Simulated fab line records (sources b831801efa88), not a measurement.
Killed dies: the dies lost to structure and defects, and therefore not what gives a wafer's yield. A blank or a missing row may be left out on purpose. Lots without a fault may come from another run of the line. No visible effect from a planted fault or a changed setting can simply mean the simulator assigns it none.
Matching of chambers | flow sky130 | rie-diel-04 running SKY_PAD_OPEN_ETCH_07: 4 sister chambers
The step etches the open film in CF4/O2, stops on AlCu, target depth 725 nm, time 161.1 s. 14 wafers are shown with their chamber, then 7 later ones without.

== WAFERS, EACH WITH ITS CHAMBER ==
wafer  | chamber | drypump-motor-current-A (A) | bias-w (W) | oes-product-au (a.u.)
L074.1 | 0       | 6.1                         | 150.4      | 0.973
L074.2 | 1       | 5.5                         | 150.1      | 0.965
L074.5 | 2       | 5.0                         | 150.4      | 0.970
L079.2 | 3       | 6.0                         | 149.6      | 0.975
L079.4 | 2       | 5.0                         | 150.2      | 0.993
L079.6 | 0       | 6.1                         | 150.4      | 0.995
L082.1 | 3       | 6.1                         | 149.9      | 0.971
L082.3 | 2       | 5.0                         | 149.0      | 0.984
L082.5 | 3       | 6.1                         | 150.0      | 0.965
L087.2 | 2       | 5.0                         | 149.1      | 0.969
L087.3 | 1       | 5.5                         | 149.7      | 0.970
L087.5 | 1       | 5.5                         | 149.9      | 0.985
L091.3 | 3       | 6.1                         | 150.4      | 0.971
L091.4 | 2       | 5.0                         | 150.1      | 0.980

SIGNATURES (averages over the wafers above)
reading                 | chamber 0 | chamber 1 | chamber 2 | chamber 3 | scatter within a chamber
drypump-motor-current-A | 6.100     | 5.500     | 5.000     | 6.075     | 0.0274
bias-w                  | 150.400   | 149.900   | 149.760   | 149.975   | 0.463
oes-product-au          | 0.98400   | 0.97333   | 0.97920   | 0.97050   | 0.00955
Rule: a wafer's distance from a chamber is the root of the sum, over the readings, of the square of ((its reading less the chamber's mean) divided by the reading's scatter). The wafer belongs to the nearest chamber; if the next one is less than 2 further off, it can't be placed. The scatter is the square root of a quotient: the sum, over the shown wafers, of each reading's squared deviation from its chamber's mean, divided by wafers minus chambers.

== WAFERS WITHOUT THEIR CHAMBER ==
wafer  | drypump-motor-current-A (A) | bias-w (W) | oes-product-au (a.u.)
L091.6 | 5.5                         | 150.5      | 0.975
L094.1 | 5.5                         | 150.7      | 0.979
L094.3 | 6.1                         | 150.4      | 0.981
L094.5 | 6.1                         | 150.3      | 0.971
L096.2 | 6.0                         | 149.9      | 0.971
L096.3 | 5.5                         | 150.3      | 0.978
L096.4 | 5.1                         | 149.9      | 0.988

== EACH ONE'S CHAMBER ==
wafer  | from the rows above     | in truth
L091.6 | 1                       | 1
L094.1 | 1                       | 1
L094.3 | can't be placed: 0 or 3 | 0
L094.5 | can't be placed: 3 or 0 | 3
L096.2 | can't be placed: 3 or 0 | 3
L096.3 | 1                       | 1
L096.4 | 2                       | 2
Placed correctly: 4 of 7. Cannot be placed on the basis of these rows: 3; the candidates contain the true chamber in 3. 0 placed wrongly.
